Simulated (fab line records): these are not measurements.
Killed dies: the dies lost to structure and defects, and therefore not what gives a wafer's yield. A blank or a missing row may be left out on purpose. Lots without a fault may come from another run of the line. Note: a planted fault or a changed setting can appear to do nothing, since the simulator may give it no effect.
Which of the tools did it?	flow sky130	42 wafers from 14 lots sampled at 2 of the route's 708 steps

WHAT THE GAUGES SHOWED, per wafer
SKY_PASSIVATION_THK_MEAS_01.
lot	measured	on	PASSIVATION_CVD_00_THK (nm)
L186	day 43 22:40	film metro-03	89.7 92.3 93.1
L188	day 44 16:35	film metro-02	90.1 88.7 91.0
L189	day 45 03:15	film metro-01	88.6 90.2 90.5
L190	day 45 10:58	film metro-01	89.4 90.0 90.9
L194	day 46 05:50	film metro-02	88.8 91.6 91.0
L196	day 46 20:55	film metro-01	90.1 91.1 90.6
L197	day 46 22:45	film metro-03	88.4 88.0 89.6
L198	day 47 07:59	film metro-02	89.9 91.4 90.3
L203	day 48 12:12	film metro-01	89.7 89.6 91.9
L204	day 48 16:51	film metro-02	89.3 90.9 90.2
L205	day 48 20:38	film metro-01	88.0 88.9 89.5
L206	day 48 22:33	film metro-03	89.6 89.8 90.0
L208	day 49 16:14	film metro-02	89.7 90.3 91.6
L209	day 50 00:53	film metro-03	87.8 91.4 91.6

TOOL THAT RAN EACH LOT (tool first, then ch and the chambers of the sampled wafers, then the start)
lot	SKY_VIA3_ETCH_14
L186	rie diel-03 ch 1,3, day 39 16:16
L188	rie diel-01 ch 1,2,3, day 40 12:10
L189	rie diel-03 ch 2,3, day 41 00:43
L190	rie diel-01 ch 0,3, day 41 08:31
L194	rie diel-01 ch 0,2, day 42 05:55
L196	rie diel-02 ch 0,2,3, day 43 01:16
L197	rie diel-02 ch 0,1, day 43 02:22
L198	rie diel-02 ch 0,1,2, day 43 12:13
L203	rie diel-03 ch 0,1, day 44 20:40
L204	rie diel-03 ch 2,3, day 45 02:19
L205	rie diel-02 ch 1,3, day 45 05:31
L206	rie diel-02 ch 0,2,3, day 45 07:01
L208	rie diel-01 ch 0,1, day 46 04:52
L209	rie diel-02 ch 1,2,3, day 46 14:37
- SKY_VIA3_ETCH_14: etches BARC in N2/H2, stops on SiO2, time 45.9 s, target depth 60 nm.

WHAT THE TOOLS THEMSELVES READ (means of the sampled wafers that have a number; where no wafer has one, the mark that the record gives instead)
SKY_VIA3_ETCH_14.
lot	tool	drypump motor current A (A)	h2 flow sccm (sccm)	oes product au (a.u.)	throttle valve pct (%)
L186	rie diel-03	6.0	201.1	0.855	13.227
L188	rie diel-01	5.6	199.8	0.853	13.228
L189	rie diel-03	5.5	200.3	0.854	13.227
L190	rie diel-01	5.8	200.3	0.855	13.227
L194	rie diel-01	5.5	200.5	0.853	13.221
L196	rie diel-02	5.9	200.1	0.856	13.224
L197	rie diel-02	5.9	199.6	0.859	13.224
L198	rie diel-02	5.8	200.0	0.856	13.232
L203	rie diel-03	6.3	199.7	0.858	13.226
L204	rie diel-03	5.8	199.7	0.858	13.230
L205	rie diel-02	6.1	200.2	0.854	13.222
L206	rie diel-02	5.9	200.5	0.854	13.223
L208	rie diel-01	5.5	200.3	0.854	13.226
L209	rie diel-02	6.0	199.8	0.855	13.219

THE ANSWER, worked out from the rows above alone
Rule: usual is defined by the lots themselves. Put in order of their means at a reading, lots are off if they are a third of the lots or fewer, leave a main group of 4 or more, and stand apart from it by a gap of 3 or more times the standard deviation of the main group's means; of several such gaps the widest counts. The tables above print the reading to a certain number of digits; a main group whose means all agree to those digits is not used. Also off: a lot with no number at a reading for which 4 or more lots have one. Where the step has rows for the other lots, those lots are counted as sound. Order of review: gauges by route order, followed by the tools' own readings, for which a lot's mean as printed above is used. At the first step where some lot is off, the reading lying furthest off is the one used; lots without a number count as furthest.
Across all readings shown, no lot is off: no conclusion can be drawn from this.

WHAT THE SIMULATOR PUT IN
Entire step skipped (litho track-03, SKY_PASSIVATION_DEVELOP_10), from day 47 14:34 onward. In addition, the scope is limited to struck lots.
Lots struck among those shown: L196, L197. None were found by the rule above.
